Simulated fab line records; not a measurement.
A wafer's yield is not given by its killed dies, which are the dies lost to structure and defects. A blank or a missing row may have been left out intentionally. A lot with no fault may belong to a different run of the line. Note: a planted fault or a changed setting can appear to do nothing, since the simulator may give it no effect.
2 desks looking at one fault | flow sky130 | numbers are kept per desk, each desk with only its own; the story behind them comes last

FOR THE TOOL OWNER'S DESK: pvdSputter-01
The tool's own readings at SKY_METAL1_SPUTTER_01 (material TiN, target thk 20 nm, time 16.7 s): means of the sampled wafers that have a number, for each lot that ran on this tool. Marked OUT: a lot whose mean sits more than 4 standard deviations from the usual mean, which makes it out of limits; the brackets give that distance.
Columns: A = throttleValvePct at SKY_METAL1_SPUTTER_01, usual 30.3 %
lot  | first seen here | A
L928 | day 31 20:29    | 30.6
L939 | day 34 21:58    | 31.5
L943 | day 36 06:40    | 30.4
Finding of this desk: none of the 3 lots has anything out of limits.

FROM THE METROLOGY DESK
What the gauges read, lot by lot, whatever tool the lot ran on: means of the sampled wafers that have a number. Marked OUT: a lot whose mean sits more than 4 standard deviations from the usual mean, which makes it out of limits; the brackets give that distance.
Columns: A = CONTACT_W_RS at SKY_CONTACT_RS_MEAS_25, usual 0.337 ohm/sq; B = CONTACT_W_THK at SKY_CONTACT_THK_MEAS_26, usual 342 nm
lot  | first seen here | A     | B
L928 | day 31 20:01    | 0.337 | 344
L930 | day 32 03:11    | 0.338 | 341
L939 | day 34 21:29    | 0.341 | 346
L943 | day 36 06:10    | 0.337 | 346
L946 | day 37 03:04    | 0.340 | 347
L951 | day 39 00:41    | 0.339 | 345
Finding of this desk: none of the 6 lots has anything out of limits.

PUT TOGETHER
The tool owner's desk saw nothing out of limits.
At the metrology desk, nothing out of limits was observed.

WHAT THE SIMULATOR HAD INSERTED
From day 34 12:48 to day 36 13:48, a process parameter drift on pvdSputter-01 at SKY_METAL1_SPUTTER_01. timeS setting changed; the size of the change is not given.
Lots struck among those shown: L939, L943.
